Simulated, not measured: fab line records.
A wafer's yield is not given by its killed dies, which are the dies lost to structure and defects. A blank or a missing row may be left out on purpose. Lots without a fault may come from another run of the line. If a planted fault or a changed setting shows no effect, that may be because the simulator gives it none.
Struck lot and sound lot, side by side / flow sky130 / 36 out of 708 route steps
Sound: wafers L911.3, L911.4, L911.6. Wafers struck: L916.2, L916.3, L916.4. The cause comes at the end.
At each step with rows: each side's tool, then ch and its chambers, then its first start. Under that, the readings that differ: sound wafers / struck wafers / difference of the means / sigmas: that difference in standard deviations of wafers without a fault.
alike: a reading whose means differ by less than 2 such deviations, as well as words and numbers matching on both sides. not compared: withheld readings; readings where some wafer has no value; bounds like >300 that might hide an equal value; numbers whose values overlap and for which the record gives no deviation.
The two part at a step that has a row with sigmas, a row that says differs or no value, or rows on one side only. Numbers that don't overlap but have no deviation are shown without sigmas and don't part them. A reading missing from all wafers of one side parts the sides only when that side holds two or more wafers.

first, 9 steps without rows for these wafers: SKY_CAPM_SPUTTER_02 (material TiN, target thk 200 nm, time 166.7 s); SKY_CAPM_DEHYDRATE_05 (time 60 s); SKY_CAPM_HMDS_06 (prime time 60 s); SKY_CAPM_COAT_07 (resist thk 1140 nm); SKY_CAPM_SOFTBAKE_08 (time 60 s); SKY_CAPM_EXPOSE_09 (exposes mask CAPM, target cd 1000 nm); SKY_CAPM_PEB_10; SKY_CAPM_DEVELOP_11 (develop time 60 s); SKY_CAPM_METAL_ETCH_13 (etches TiN in Cl2/BCl3, stops on SiO2, target depth 220 nm, time 62.9 s).
SKY_CAPM_STRIP_14: strips in O2/N2.
  sound on plasma_asher-02 ch 0,1, day 40 21:31; struck on plasma_asher-02 ch 0,1, day 42 17:10
  alike: drypump_motor_current_A, oes_product_au, strip_time_to_endpoint_s
  not compared: rf_hours_counter_h
then, 25 steps without rows for these wafers: SKY_CAPM_STRIP_15 (strips in post etch residue remover, time 1200 s); SKY_CAPM_CLEAN_16 (cleans in IPA, time 180 s); SKY_CAPM_CLEAN_17 (cleans in O3/DIW); SKY_METAL3_DEHYDRATE_05 (time 60 s); SKY_METAL3_HMDS_06 (prime time 60 s); SKY_METAL3_COAT_07 (resist thk 60 nm); SKY_METAL3_COAT_08 (resist thk 1140 nm); SKY_METAL3_SOFTBAKE_09 (time 90 s); SKY_METAL3_EXPOSE_10 (exposes mask MM3, target cd 300 nm); SKY_METAL3_PEB_11; SKY_METAL3_DEVELOP_12 (develop time 60 s); SKY_METAL3_DESCUM_15 (chemistry O2, time 8 s); SKY_METAL3_ETCH_16 (etches BARC in N2/H2, stops on SiO2, time 88.2 s, target depth 60 nm); SKY_METAL3_ETCH_17 (etches SiO2 in C4F8/O2/Ar, stops on TiN, time 3.9 s, target depth 15 nm); SKY_METAL3_METAL_ETCH_18 (etches the open film in Cl2/BCl3, stops on SiO2, target depth 845 nm, time 183.1 s); SKY_METAL3_STRIP_19 (strips in O2/N2); SKY_METAL3_STRIP_20 (strips in post etch residue remover, time 1200 s); SKY_METAL3_CLEAN_21 (cleans in IPA, time 180 s); SKY_METAL3_CLEAN_22 (cleans in O3/DIW); SKY_VIA3_HDPCVD_00 (deposits SiO2, target thk 1635 nm, time 272.5 s); SKY_VIA3_CMP_02 (polishes SiO2); SKY_VIA3_DEHYDRATE_04 (time 60 s); SKY_VIA3_HMDS_05 (prime time 60 s); SKY_VIA3_COAT_06 (resist thk 60 nm); SKY_VIA3_COAT_07 (resist thk 450 nm).
-- the record jumps here: 7 days lie between the struck wafers' starts before and after (it left off in module VIA3 and takes up again in module PAD_OPEN, whose first step shown is number 708 of the route) --
SKY_PAD_OPEN_PROBE_99:
  sound on prober-01, day 48 15:31; struck on prober-01, day 49 22:31
reading=defect_limited_yield (%); sound=81.1 80.7 81.9; struck=75.8 70.5 72.6; difference=-8.3; sigmas=-5
reading=killed_at_other; sound=0 1 0; struck=48 50 51; difference=+49; sigmas=+76
reading=killed_dies; sound=93 95 89; struck=119 145 135; difference=+41; sigmas=+5
reading=sort_bin_3_pad_short (%); sound=1.2 1.2 0.6; struck=2.2 3.3 1.6; difference=+1.4; sigmas=+4
reading=sort_bin_5_function (%); sound=10.6 11.2 10.8; struck=15.9 19.3 18.9; difference=+7.2; sigmas=+5
reading=sort_n_pass; sound=399 397 403; struck=373 347 357; difference=-41; sigmas=-5
reading=sort_yield_pct (%); sound=81.1 80.7 81.9; struck=75.8 70.5 72.6; difference=-8.3; sigmas=-5
reading=model.etest.tester.sort_n_pass; sound=399 397 403; struck=373 347 357; difference=-41; sigmas=
reading=model.etest.tester.sort_yield_pct (%); sound=81.1 80.69 81.91; struck=75.81 70.53 72.56; difference=-8.27; sigmas=
reading=model.etest.tester.sort_bin_5_pct (%); sound=10.57 11.18 10.77; struck=15.85 19.31 18.9; difference=+7.18; sigmas=
reading=model.etest.tester.sort_bin_3_pct (%); sound=1.22 1.22 0.6098; struck=2.236 3.252 1.626; difference=+1.355; sigmas=
  alike: killed_at_M0_to_M3, killed_at_M4_up, killed_at_contacts, killed_at_front_end, killed_open, killed_short, sort_bin_6_memory

== WHERE THEY PART ==
Only at SKY_PAD_OPEN_PROBE_99, within this record.

WHY: whatever the simulator had introduced
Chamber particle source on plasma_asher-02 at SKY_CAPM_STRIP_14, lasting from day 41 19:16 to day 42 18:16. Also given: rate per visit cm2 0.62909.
